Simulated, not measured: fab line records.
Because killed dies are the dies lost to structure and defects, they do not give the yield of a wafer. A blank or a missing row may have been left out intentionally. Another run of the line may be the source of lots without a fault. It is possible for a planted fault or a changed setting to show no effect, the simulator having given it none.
Problem report in the 8D (eight disciplines) form, filled by code | flow gf180mcu | the parts of the form that need people (team, actions taken, sign-off) are left out

1. THE PROBLEM
Wafers with no fault read 0.4000 Pa with a standard deviation of 0.00077, whereas chamberPressurePa at GF_M4_SPUTTER_04 reads a mean of 0.4442 Pa on 1 wafer of 1 lot. That is +57 standard deviations from the usual mean.
The step: material TiN, target thk 50 nm, time 41.7 s.
First observed at day 29 14:48: wafer L311.2, on pvdSputter-01. The record holds 15 wafers of 5 lots with a number at this step. Rule for "out" (also "out of limits"): further than 4 standard deviations from the usual mean. The other wafers with a number count as sound.

2. WHAT IT IS; WHAT IT IS NOT
question                    | is                | is not
which readings at this step | chamberPressurePa | -
which lots                  | L311              | L297, L301, L307, L312
which wafers of those lots  | L311.2            | L311.1, L311.4
read on which tools         | pvdSputter-01     | pvdSputter-02
when                        | from day 29 14:48 | up to then (11 sound wafers); but 3 sound wafers of L312 came after

3. WHAT RULES OUT EACH SUSPECT
Counting: any tool at a process step up to the reading remains a suspect provided it ran every lot that is out. Sound lots after the first of them don't rule it out here, since some wafers of a struck lot are sound.
- pvdSputter-03 at GF_V3_SPUTTER_21 (material Ti, target thk 15 nm, time 80.02 s): kept. It processed L311, the lot that is out, at day 29 13:56, and its most recent sound lot before then was L307 at day 28 11:57.
- pvdSputter-03 at GF_V3_SPUTTER_22 (material TiN, target thk 10 nm, time 40 s): kept. It processed L311, the lot that is out, at day 29 13:59, and its most recent sound lot before then was L307 at day 28 12:01.
- pvdSputter-01 at GF_M4_SPUTTER_00 (material Ti, target thk 37.5 nm, time 150 s): kept. It processed L311, the lot that is out, at day 29 14:37, and its most recent sound lot before then was L301 at day 26 21:33.
- pvdSputter-01 at GF_M4_SPUTTER_02 (material AlCu, target thk 450 nm, time 24.54 s): kept. It processed L311, the lot that is out, at day 29 14:45, and its most recent sound lot before then was L301 at day 26 21:41.
- pvdSputter-01 at GF_M4_SPUTTER_03 (material Ti, target thk 10 nm, time 6.7 s): kept. It processed L311, the lot that is out, at day 29 14:47, and its most recent sound lot before then was L301 at day 26 21:43.
- pvdSputter-01 at GF_M4_SPUTTER_04 (material TiN, target thk 50 nm, time 41.7 s): kept. It processed L311, the lot that is out, at day 29 14:48, and its most recent sound lot before then was L301 at day 26 21:44. Its own chamberPressurePa readings are out on those wafers.
Left after counting: pvdSputter-03 at GF_V3_SPUTTER_21, pvdSputter-03 at GF_V3_SPUTTER_22, pvdSputter-01 at GF_M4_SPUTTER_00, pvdSputter-01 at GF_M4_SPUTTER_02, pvdSputter-01 at GF_M4_SPUTTER_03, pvdSputter-01 at GF_M4_SPUTTER_04.

4. THE CAUSE (what the simulator had put in)
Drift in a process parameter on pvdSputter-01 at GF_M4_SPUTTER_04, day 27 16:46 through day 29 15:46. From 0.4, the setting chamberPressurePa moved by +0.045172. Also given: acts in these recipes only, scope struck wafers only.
Counting left 6 suspects, and this tool is among them.

5. SEQUENCE OF EFFECTS, ordered by route
Each row: a reading whose mean over the struck wafers that have a number lies more than 3 standard deviations from the usual. Only readings whose record carries a usual standard deviation are examined. hours: median over the lots of the time between each lot's start at the first step of this table that gives one and its start at this step. sigmas: the change, counted in usual standard deviations.
hours | step             | reading           | usual     | on struck wafers | change  | sigmas
0     | GF_M4_SPUTTER_04 | chamberPressurePa | 0.4000 Pa | 0.4442           | +0.0442 | +57
The process steps in it:
- GF_M4_SPUTTER_04: material TiN, target thk 50 nm, time 41.7 s.
Later measuring or inspecting steps at which every struck wafer that the step has a row for has a number for every such reading, and none has moved that far: GF_M4_RS_MEAS_05.

6. HOW IT WOULD HAVE BEEN CAUGHT EARLIER
46 hours passed between the start of the fault at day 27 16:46 and the first reading out of limits in this record, taken at day 29 14:48.
